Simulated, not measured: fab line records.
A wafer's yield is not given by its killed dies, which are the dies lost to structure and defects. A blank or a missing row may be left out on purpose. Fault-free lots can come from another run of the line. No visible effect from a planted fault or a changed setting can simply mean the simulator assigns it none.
Which tool did it? | flow gf180mcu | Sampling: 7 lots, 21 wafers, 4 of 602 route steps

WHAT THE GAUGES READ, wafer by wafer
GF_CONTACT_OVL_MEAS_15.
lot  | measured     | on         | CONTACT_OVL (nm)
L473 | day 18 05:23 | overlay-02 | -5 3 3
L475 | day 19 01:53 | overlay-01 | -10 -9 -1
L478 | day 19 18:38 | overlay-01 | 3 2 0
L480 | day 20 17:27 | overlay-01 | -1 7 2
L482 | day 21 05:50 | overlay-02 | -12 4 1
L489 | day 23 11:14 | overlay-01 | 3 0 0
L493 | day 24 20:09 | overlay-01 | 5 6 0

WHAT TOOL EACH LOT RAN ON (gives the tool, then ch and the chambers of the sampled wafers, and finally the start)
lot  | GF_SALICIDE_RTA_06               | GF_SALICIDE_RTA_08               | GF_CONTACT_CMP_04
L473 | rtp anneal-02 ch 0, day 17 05:07 | rtp anneal-02 ch 0, day 17 05:19 | cmp-01 ch 0,1,2, day 17 05:42
L475 | rtp anneal-02 ch 0, day 18 00:20 | rtp anneal-02 ch 0, day 18 00:33 | cmp-01 ch 0,1,3, day 18 00:53
L478 | rtp anneal-02 ch 0, day 18 16:24 | rtp anneal-02 ch 0, day 18 16:35 | cmp-02 ch 1,2,3, day 18 17:01
L480 | rtp anneal-02 ch 0, day 19 15:18 | rtp anneal-02 ch 0, day 19 15:30 | cmp-01 ch 1,2, day 19 15:49
L482 | rtp anneal-02 ch 0, day 20 03:06 | rtp anneal-01 ch 0, day 20 03:18 | cmp-01 ch 1,2,3, day 20 03:40
L489 | rtp anneal-02 ch 0, day 22 10:59 | rtp anneal-01 ch 0, day 22 11:11 | cmp-02 ch 0,2,3, day 22 11:34
L493 | rtp anneal-02 ch 0, day 23 21:41 | rtp anneal-01 ch 0, day 23 21:53 | cmp-02 ch 0,3, day 23 22:11
- GF_SALICIDE_RTA_06: time 30 s.
- GF_SALICIDE_RTA_08: time 30 s.
- GF_CONTACT_CMP_04: polishes SiO2.

THE ANSWER, worked out from the rows above alone
Rule: the usual values come from the lots themselves. The widest of any qualifying gaps counts: lots, ordered by their means at a reading, are off when they make up no more than a third of the lots, leave a main group of 4 or more, and stand apart from it by 3 or more times the standard deviation of that group's means. A main group is skipped when, at the precision printed for the reading in the tables above, its means are all equal. Also off: a lot with no number at a reading for which 4 or more lots have one. Any other lot the step has rows for is counted as sound.
Across all readings shown, no lot is off: no conclusion can be drawn from this.

WHAT THE SIMULATOR PUT IN
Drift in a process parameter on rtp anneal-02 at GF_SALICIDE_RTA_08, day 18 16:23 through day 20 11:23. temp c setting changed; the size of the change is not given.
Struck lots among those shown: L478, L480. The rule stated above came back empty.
